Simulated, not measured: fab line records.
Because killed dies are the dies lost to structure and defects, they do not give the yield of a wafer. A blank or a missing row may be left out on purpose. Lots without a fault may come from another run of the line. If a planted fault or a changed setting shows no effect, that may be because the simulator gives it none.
Which tool was responsible? :: flow sfq line :: 15 lots, 45 wafers sampled, at 4 steps of a route of 325

## WHAT THE GAUGES READ, wafer by wafer
SFQ_M1_OVL_MEAS_911. Usual: for M1_OVL the level is 2 nm and the standard deviation is 4.5.
lot: L831
measured: day 24 00:34
on: overlay-01
M1_OVL (nm): 4 7 9
flag: 

lot: L832
measured: day 25 08:01
on: overlay-01
M1_OVL (nm): 5 8 8
flag: 

lot: L833
measured: day 25 12:50
on: overlay-02
M1_OVL (nm): -3 -2 -2
flag: 

lot: L835
measured: day 26 04:43
on: overlay-02
M1_OVL (nm): -2 6 -3
flag: 

lot: L837
measured: day 28 01:46
on: overlay-01
M1_OVL (nm): -1 2 3
flag: 

lot: L838
measured: day 28 07:46
on: overlay-02
M1_OVL (nm): 3 2 -4
flag: 

lot: L839
measured: day 28 17:22
on: overlay-01
M1_OVL (nm): 6 6 4
flag: 

lot: L840
measured: day 29 05:23
on: overlay-02
M1_OVL (nm): 13 8 10
flag: 

lot: L841
measured: day 29 17:22
on: overlay-01
M1_OVL (nm): -3 2 4
flag: 

lot: L843
measured: day 30 05:22
on: overlay-01
M1_OVL (nm): 5 3 -1
flag: 

lot: L848
measured: day 32 07:46
on: overlay-02
M1_OVL (nm): 0 5 4
flag: 

lot: L850
measured: day 32 22:31
on: overlay-01
M1_OVL (nm): -6 -3 -4
flag: 

lot: L851
measured: day 33 04:47
on: overlay-01
M1_OVL (nm): 0 3 5
flag: 

lot: L852
measured: day 33 10:54
on: overlay-01
M1_OVL (nm): 0 0 0
flag: 

lot: L854
measured: day 34 05:38
on: overlay-02
M1_OVL (nm): -2 4 -4
flag: 

## TOOL THAT RAN EACH LOT (tool first, then ch and the chambers of the sampled wafers, then the start)
lot: L831
SFQ_TRILAYER_L0_VIA_STRIP_STRIP_017: rie metal-02 ch 0,1, day 8 07:17
SFQ_TRILAYER_I0_DEP_PECVD_027: pecvd-02 ch 0,1,2, day 12 22:02
SFQ_TRILAYER_I0_CMP_CMP_028: cmp-02 ch 0,1,3, day 12 22:37

lot: L832
SFQ_TRILAYER_L0_VIA_STRIP_STRIP_017: rie metal-04 ch 0,1, day 8 18:19
SFQ_TRILAYER_I0_DEP_PECVD_027: pecvd-03 ch 0,1,2, day 13 11:14
SFQ_TRILAYER_I0_CMP_CMP_028: cmp-02 ch 2,3, day 13 11:19

lot: L833
SFQ_TRILAYER_L0_VIA_STRIP_STRIP_017: rie metal-02 ch 0,1, day 8 23:07
SFQ_TRILAYER_I0_DEP_PECVD_027: pecvd-02 ch 0,2, day 13 20:50
SFQ_TRILAYER_I0_CMP_CMP_028: cmp-01 ch 1,2,3, day 13 21:55

lot: L835
SFQ_TRILAYER_L0_VIA_STRIP_STRIP_017: rie metal-01 ch 0,1, day 9 14:43
SFQ_TRILAYER_I0_DEP_PECVD_027: pecvd-03 ch 0,1,2, day 14 21:46
SFQ_TRILAYER_I0_CMP_CMP_028: cmp-02 ch 0,3, day 14 21:50

lot: L837
SFQ_TRILAYER_L0_VIA_STRIP_STRIP_017: rie metal-01 ch 0,1, day 10 13:31
SFQ_TRILAYER_I0_DEP_PECVD_027: pecvd-04 ch 0,1,2, day 15 20:01
SFQ_TRILAYER_I0_CMP_CMP_028: cmp-01 ch 1,2, day 15 20:05

lot: L838
SFQ_TRILAYER_L0_VIA_STRIP_STRIP_017: rie metal-04 ch 0, day 10 19:31
SFQ_TRILAYER_I0_DEP_PECVD_027: pecvd-03 ch 0,1,2, day 16 01:32
SFQ_TRILAYER_I0_CMP_CMP_028: cmp-02 ch 0,1,3, day 16 01:37

lot: L839
SFQ_TRILAYER_L0_VIA_STRIP_STRIP_017: rie metal-04 ch 0,1, day 11 00:19
SFQ_TRILAYER_I0_DEP_PECVD_027: pecvd-03 ch 0,1,2, day 16 06:20
SFQ_TRILAYER_I0_CMP_CMP_028: cmp-01 ch 1,2,3, day 16 06:25

lot: L840
SFQ_TRILAYER_L0_VIA_STRIP_STRIP_017: rie metal-01 ch 0,1, day 11 05:19
SFQ_TRILAYER_I0_DEP_PECVD_027: pecvd-03 ch 0,2, day 16 13:38
SFQ_TRILAYER_I0_CMP_CMP_028: cmp-02 ch 1,2,3, day 16 14:43

lot: L841
SFQ_TRILAYER_L0_VIA_STRIP_STRIP_017: rie metal-01 ch 0, day 11 13:31
SFQ_TRILAYER_I0_DEP_PECVD_027: pecvd-03 ch 0,1,2, day 16 22:04
SFQ_TRILAYER_I0_CMP_CMP_028: cmp-01 ch 0,3, day 16 22:38

lot: L843
SFQ_TRILAYER_L0_VIA_STRIP_STRIP_017: rie metal-01 ch 0,1, day 12 00:25
SFQ_TRILAYER_I0_DEP_PECVD_027: pecvd-03 ch 0,1,2, day 17 06:29
SFQ_TRILAYER_I0_CMP_CMP_028: cmp-02 ch 0,2, day 17 07:04

lot: L848
SFQ_TRILAYER_L0_VIA_STRIP_STRIP_017: rie metal-02 ch 0,1, day 13 13:58
SFQ_TRILAYER_I0_DEP_PECVD_027: pecvd-04 ch 1,2, day 18 14:58
SFQ_TRILAYER_I0_CMP_CMP_028: cmp-01 ch 1,2, day 18 15:03

lot: L850
SFQ_TRILAYER_L0_VIA_STRIP_STRIP_017: rie metal-01 ch 1, day 14 10:53
SFQ_TRILAYER_I0_DEP_PECVD_027: pecvd-02 ch 0,1,2, day 19 05:29
SFQ_TRILAYER_I0_CMP_CMP_028: cmp-01 ch 0,2,3, day 19 06:43

lot: L851
SFQ_TRILAYER_L0_VIA_STRIP_STRIP_017: rie metal-04 ch 0,1, day 14 16:07
SFQ_TRILAYER_I0_DEP_PECVD_027: pecvd-03 ch 0,1,2, day 19 11:05
SFQ_TRILAYER_I0_CMP_CMP_028: cmp-02 ch 0,2,3, day 19 12:10

lot: L852
SFQ_TRILAYER_L0_VIA_STRIP_STRIP_017: rie metal-04 ch 0,1, day 15 00:19
SFQ_TRILAYER_I0_DEP_PECVD_027: pecvd-04 ch 1,2, day 19 16:43
SFQ_TRILAYER_I0_CMP_CMP_028: cmp-01 ch 0,2,3, day 19 18:37

lot: L854
SFQ_TRILAYER_L0_VIA_STRIP_STRIP_017: rie metal-01 ch 0,1, day 15 15:04
SFQ_TRILAYER_I0_DEP_PECVD_027: pecvd-02 ch 0,1,2, day 20 17:24
SFQ_TRILAYER_I0_CMP_CMP_028: cmp-01 ch 2,3, day 20 17:59
- SFQ_TRILAYER_L0_VIA_STRIP_STRIP_017: strips in O2.
- SFQ_TRILAYER_I0_DEP_PECVD_027: deposits SiO2 from SiH4/N2O, time 111.11 s, target thk 500 nm.
- SFQ_TRILAYER_I0_CMP_CMP_028: polishes SiO2.

## WHAT THE TOOLS THEMSELVES READ (means of the sampled wafers that have a number; where no wafer has one, the mark that the record gives instead)
SFQ_TRILAYER_L0_VIA_STRIP_STRIP_017. Usual: drypump motor current A 6.0 A, standard deviation 0.43; oes product au 1.000 a.u., standard deviation 0.0084; platen temp c 40.00 C, standard deviation 0.11.
lot: L831
tool: rie metal-02
drypump motor current A (A): 6.1
oes product au (a.u.): 1.001
platen temp c (C): 39.94
flag: 

lot: L832
tool: rie metal-04
drypump motor current A (A): 6.5
oes product au (a.u.): 1.005
platen temp c (C): 40.04
flag: 

lot: L833
tool: rie metal-02
drypump motor current A (A): 6.1
oes product au (a.u.): 0.989
platen temp c (C): 40.03
flag: 

lot: L835
tool: rie metal-01
drypump motor current A (A): 5.7
oes product au (a.u.): 1.002
platen temp c (C): 39.95
flag: 

lot: L837
tool: rie metal-01
drypump motor current A (A): 5.7
oes product au (a.u.): 1.003
platen temp c (C): 40.01
flag: 

lot: L838
tool: rie metal-04
drypump motor current A (A): 6.7
oes product au (a.u.): 1.002
platen temp c (C): 40.14
flag: 

lot: L839
tool: rie metal-04
drypump motor current A (A): 6.5
oes product au (a.u.): 1.006
platen temp c (C): 39.92
flag: 

lot: L840
tool: rie metal-01
drypump motor current A (A): 5.6
oes product au (a.u.): 1.002
platen temp c (C): 39.93
flag: 

lot: L841
tool: rie metal-01
drypump motor current A (A): 5.9
oes product au (a.u.): 1.009
platen temp c (C): 40.10
flag: 

lot: L843
tool: rie metal-01
drypump motor current A (A): 5.7
oes product au (a.u.): 1.002
platen temp c (C): 39.94
flag: 

lot: L848
tool: rie metal-02
drypump motor current A (A): 5.9
oes product au (a.u.): 0.996
platen temp c (C): 40.03
flag: 

lot: L850
tool: rie metal-01
drypump motor current A (A): 5.5
oes product au (a.u.): 1.000
platen temp c (C): 39.95
flag: 

lot: L851
tool: rie metal-04
drypump motor current A (A): 6.5
oes product au (a.u.): 1.000
platen temp c (C): 40.02
flag: 

lot: L852
tool: rie metal-04
drypump motor current A (A): 6.3
oes product au (a.u.): 1.005
platen temp c (C): 39.92
flag: 

lot: L854
tool: rie metal-01
drypump motor current A (A): 5.8
oes product au (a.u.): 1.004
platen temp c (C): 40.00
flag: 

SFQ_TRILAYER_I0_DEP_PECVD_027. Usual: heater power w 84 W, standard deviation 13; run length s 139.0 s, standard deviation 0.55; throttle valve pct 24.8 %, standard deviation 1.
lot: L831
tool: pecvd-02
heater power w (W): 74
run length s (s): 138.9
throttle valve pct (%): 25.4
flag: 

lot: L832
tool: pecvd-03
heater power w (W): 90
run length s (s): 138.9
throttle valve pct (%): 23.7
flag: 

lot: L833
tool: pecvd-02
heater power w (W): 74
run length s (s): 138.3
throttle valve pct (%): 25.2
flag: 

lot: L835
tool: pecvd-03
heater power w (W): 85
run length s (s): 138.9
throttle valve pct (%): 24.0
flag: 

lot: L837
tool: pecvd-04
heater power w (W): 87
run length s (s): 139.2
throttle valve pct (%): 24.9
flag: 

lot: L838
tool: pecvd-03
heater power w (W): 91
run length s (s): 139.2
throttle valve pct (%): 24.0
flag: 

lot: L839
tool: pecvd-03
heater power w (W): 82
run length s (s): 138.9
throttle valve pct (%): 24.1
flag: 

lot: L840
tool: pecvd-03
heater power w (W): 86
run length s (s): 131.2
throttle valve pct (%): 24.9
flag: OFF

lot: L841
tool: pecvd-03
heater power w (W): 88
run length s (s): 131.5
throttle valve pct (%): 24.0
flag: OFF

lot: L843
tool: pecvd-03
heater power w (W): 89
run length s (s): 131.3
throttle valve pct (%): 24.0
flag: OFF

lot: L848
tool: pecvd-04
heater power w (W): 85
run length s (s): 138.7
throttle valve pct (%): 24.2
flag: 

lot: L850
tool: pecvd-02
heater power w (W): 73
run length s (s): 138.8
throttle valve pct (%): 25.6
flag: 

lot: L851
tool: pecvd-03
heater power w (W): 85
run length s (s): 138.8
throttle valve pct (%): 24.5
flag: 

lot: L852
tool: pecvd-04
heater power w (W): 82
run length s (s): 138.5
throttle valve pct (%): 25.2
flag: 

lot: L854
tool: pecvd-02
heater power w (W): 70
run length s (s): 139.0
throttle valve pct (%): 25.5
flag: 

SFQ_TRILAYER_I0_CMP_CMP_028. Usual: motor current A 10.5 A, standard deviation 0.75; slurry flow ml min 150.0, standard deviation 0.48; time to endpoint s 215 s, standard deviation 7.4.
lot: L831
tool: cmp-02
motor current A (A): 11.0
slurry flow ml min: 149.6
time to endpoint s (s): 218
flag: 

lot: L832
tool: cmp-02
motor current A (A): 10.8
slurry flow ml min: 149.9
time to endpoint s (s): 222
flag: 

lot: L833
tool: cmp-01
motor current A (A): 10.5
slurry flow ml min: 149.6
time to endpoint s (s): 219
flag: 

lot: L835
tool: cmp-02
motor current A (A): 10.7
slurry flow ml min: 150.3
time to endpoint s (s): 219
flag: 

lot: L837
tool: cmp-01
motor current A (A): 9.7
slurry flow ml min: 150.5
time to endpoint s (s): 223
flag: 

lot: L838
tool: cmp-02
motor current A (A): 11.2
slurry flow ml min: 150.0
time to endpoint s (s): 212
flag: 

lot: L839
tool: cmp-01
motor current A (A): 10.3
slurry flow ml min: 149.6
time to endpoint s (s): 199
flag: 

lot: L840
tool: cmp-02
motor current A (A): 10.7
slurry flow ml min: 149.8
time to endpoint s (s): 185
flag: OFF

lot: L841
tool: cmp-01
motor current A (A): 10.0
slurry flow ml min: 150.1
time to endpoint s (s): 184
flag: OFF

lot: L843
tool: cmp-02
motor current A (A): 10.4
slurry flow ml min: 149.4
time to endpoint s (s): 192
flag: OFF

lot: L848
tool: cmp-01
motor current A (A): 10.5
slurry flow ml min: 149.9
time to endpoint s (s): 220
flag: 

lot: L850
tool: cmp-01
motor current A (A): 9.9
slurry flow ml min: 150.2
time to endpoint s (s): 222
flag: 

lot: L851
tool: cmp-02
motor current A (A): 10.9
slurry flow ml min: 150.2
time to endpoint s (s): 223
flag: 

lot: L852
tool: cmp-01
motor current A (A): 10.0
slurry flow ml min: 150.2
time to endpoint s (s): 214
flag: 

lot: L854
tool: cmp-01
motor current A (A): 9.4
slurry flow ml min: 149.9
time to endpoint s (s): 212
flag: 

## THE ANSWER, worked out from the rows above alone
Rule: take the mean of a lot's wafers that have a number; if it is more than 3 standard deviations from the usual mean, the lot is off. Also off: a lot with no number at a reading for which 4 or more lots have one. The other lots that the step has rows for count as sound. The gauges are gone through in route order, then the tools' own readings, and for those a lot's mean is taken as printed above. The first step at which some lot is off is used, and at that step the reading that is off furthest; a lot without a number counts as furthest.
Off, at SFQ_TRILAYER_I0_DEP_PECVD_027 on run length s: L840, L841, L843.
If a tool, at that step or one of the process steps before it, ran each lot that is off and ran no sound lot following the first of them, it fits. Of those tried, none fits.

## WHAT WAS PUT IN BY THE SIMULATOR
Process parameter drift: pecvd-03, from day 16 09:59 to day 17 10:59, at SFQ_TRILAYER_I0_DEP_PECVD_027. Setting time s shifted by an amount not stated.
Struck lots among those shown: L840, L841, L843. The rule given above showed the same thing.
